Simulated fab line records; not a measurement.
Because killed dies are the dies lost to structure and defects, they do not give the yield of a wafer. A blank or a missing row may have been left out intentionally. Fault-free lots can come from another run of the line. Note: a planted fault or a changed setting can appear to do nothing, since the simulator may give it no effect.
Which tool did it? | flow sky130 | 36 wafers from 12 lots sampled at 3 of the route's 708 steps

## WHAT THE GAUGES SHOWED, per wafer
SKY_VIA2_RS_MEAS_22: measures by four-point-probe.
lot  | measured     | on            | VIA2_W_RS (ohm/sq)
L805 | day 37 11:59 | film metro-01 | 0.271 0.276 0.272
L807 | day 37 23:42 | film metro-01 | 0.275 0.280 0.272
L808 | day 38 04:03 | film metro-01 | 0.271 0.281 0.274
L810 | day 38 17:00 | film metro-01 | 0.281 0.282 0.276
L812 | day 39 08:29 | film metro-03 | 0.280 0.283 0.281
L813 | day 39 12:44 | film metro-03 | 0.280 0.276 0.277
L814 | day 39 19:28 | film metro-01 | 0.275 0.274 0.276
L815 | day 39 22:51 | film metro-04 | 0.273 0.276 0.272
L823 | day 42 05:33 | film metro-03 | 0.274 0.273 0.273
L824 | day 42 08:20 | film metro-03 | 0.281 0.284 0.282
L825 | day 42 22:48 | film metro-04 | 0.276 0.279 0.277
L827 | day 43 05:11 | film metro-04 | 0.273 0.275 0.278

SKY_CAPM_RS_MEAS_03: measures by four-point-probe.
lot  | measured     | on            | CAPM_TIN_RS (ohm/sq)
L805 | day 37 13:02 | film metro-02 | 6.85 6.96 6.82
L807 | day 38 00:34 | film metro-02 | 6.98 6.90 6.99
L808 | day 38 04:55 | film metro-03 | 6.95 6.95 6.97
L810 | day 38 17:50 | film metro-02 | 6.93 6.93 6.95
L812 | day 39 09:25 | film metro-03 | 7.03 7.00 6.90
L813 | day 39 13:34 | film metro-02 | 6.93 6.73 6.78
L814 | day 39 20:17 | film metro-03 | 6.88 6.87 6.87
L815 | day 39 23:40 | film metro-02 | 6.76 6.79 6.87
L823 | day 42 06:22 | film metro-03 | 7.02 6.88 6.97
L824 | day 42 09:10 | film metro-03 | 6.89 6.79 7.00
L825 | day 42 23:38 | film metro-04 | 6.91 6.98 7.01
L827 | day 43 06:04 | film metro-02 | 6.80 6.67 6.96

## EACH LOT AND THE TOOL THAT RAN IT (in order: tool; ch and the chambers of the sampled wafers; start)
lot  | SKY_SONOS_ONO_OXIDATION_00
L805 | furnace-02 ch 0, day 12 11:33
L807 | furnace-02 ch 0, day 13 02:06
L808 | furnace-01 ch 0, day 13 05:08
L810 | furnace-02 ch 0, day 13 21:29
L812 | furnace-02 ch 0, day 14 12:32
L813 | furnace-02 ch 0, day 14 17:09
L814 | furnace-01 ch 0, day 14 21:52
L815 | furnace-01 ch 0, day 15 05:23
L823 | furnace-01 ch 0, day 17 18:59
L824 | furnace-02 ch 0, day 18 04:37
L825 | furnace-02 ch 0, day 18 19:11
L827 | furnace-01 ch 0, day 19 04:29
- SKY_SONOS_ONO_OXIDATION_00: stabilise 600 s, purge 300 s, target thk 2.6 nm.

## AS READ BY THE TOOLS THEMSELVES (means over the sampled wafers that have a number; for cases with no such wafer, the mark the record gives instead)
SKY_SONOS_ONO_OXIDATION_00.
lot  | tool       | spike tc centre C (C) | spike tc top C (C) | spike tc upper C (C) | zone power top pct (%) | zone power upper pct (%)
L805 | furnace-02 | 803.2                 | 815.0              | 800.5                | 25.1                   | 15.1
L807 | furnace-02 | 802.4                 | 813.9              | 799.6                | 25.4                   | 15.0
L808 | furnace-01 | 800.6                 | 813.9              | 799.5                | 30.1                   | 16.8
L810 | furnace-02 | 804.4                 | 815.6              | 799.7                | 25.3                   | 14.9
L812 | furnace-02 | 801.8                 | 814.4              | 800.5                | 25.0                   | 15.1
L813 | furnace-02 | 803.3                 | 814.7              | 800.6                | 25.1                   | 15.0
L814 | furnace-01 | 799.9                 | 814.1              | 800.5                | 30.3                   | 16.9
L815 | furnace-01 | 801.4                 | 814.9              | 799.9                | 30.0                   | 16.8
L823 | furnace-01 | 801.9                 | 813.9              | 800.3                | 30.0                   | 16.8
L824 | furnace-02 | 807.8                 | 820.6              | 760.0                | 31.7                   | 1.9
L825 | furnace-02 | 808.3                 | 821.3              | 760.5                | 32.1                   | 1.9
L827 | furnace-01 | 800.4                 | 813.3              | 800.1                | 30.1                   | 16.7

## THE ANSWER, worked out from the rows above alone
Rule: what is usual is taken from the lots themselves. The widest of any qualifying gaps counts: lots, ordered by their means at a reading, are off when they make up no more than a third of the lots, leave a main group of 4 or more, and stand apart from it by 3 or more times the standard deviation of that group's means. A main group whose means are all the same, to the digits that the tables above print for the reading, isn't used. Also off: a lot with no number at a reading for which 4 or more lots have one. Where the step has rows for the other lots, those lots are counted as sound. Order of review: gauges by route order, followed by the tools' own readings, for which a lot's mean as printed above is used. The first step at which some lot is off is used, and at that step the reading that is off furthest; a lot without a number counts as furthest.
Off: L824, L825, at SKY_SONOS_ONO_OXIDATION_00 (spike tc upper C). Main group: mean 800.1 C, sd 0.4.
A tool fits if, at that step or a process step before it, it ran every lot that is off, and no sound lot after the first of them. One fits: furnace-02 at SKY_SONOS_ONO_OXIDATION_00. Its last sound lot is L813 (day 14 17:09), its first lot that is off L824 (day 18 04:37): a fault that began between those two fits.
The tool's own readings at SKY_SONOS_ONO_OXIDATION_00 bear it out: on the lots that are off they differ by more than 5 times the standard deviation of the sound lots' means. spike tc top C reads 821.0 C there against 814.4 C on the sound lots; spike tc upper C reads 760.2 C there against 800.1 C on the sound lots; zone power upper pct reads 1.9 % there against 15.9 % on the sound lots.

## WHAT HAD BEEN PUT IN BY THE SIMULATOR
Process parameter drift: furnace-02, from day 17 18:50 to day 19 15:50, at SKY_SONOS_ONO_OXIDATION_00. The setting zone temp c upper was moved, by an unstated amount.
Lots struck among those shown: L824, L825. This agrees with what the rule above found.
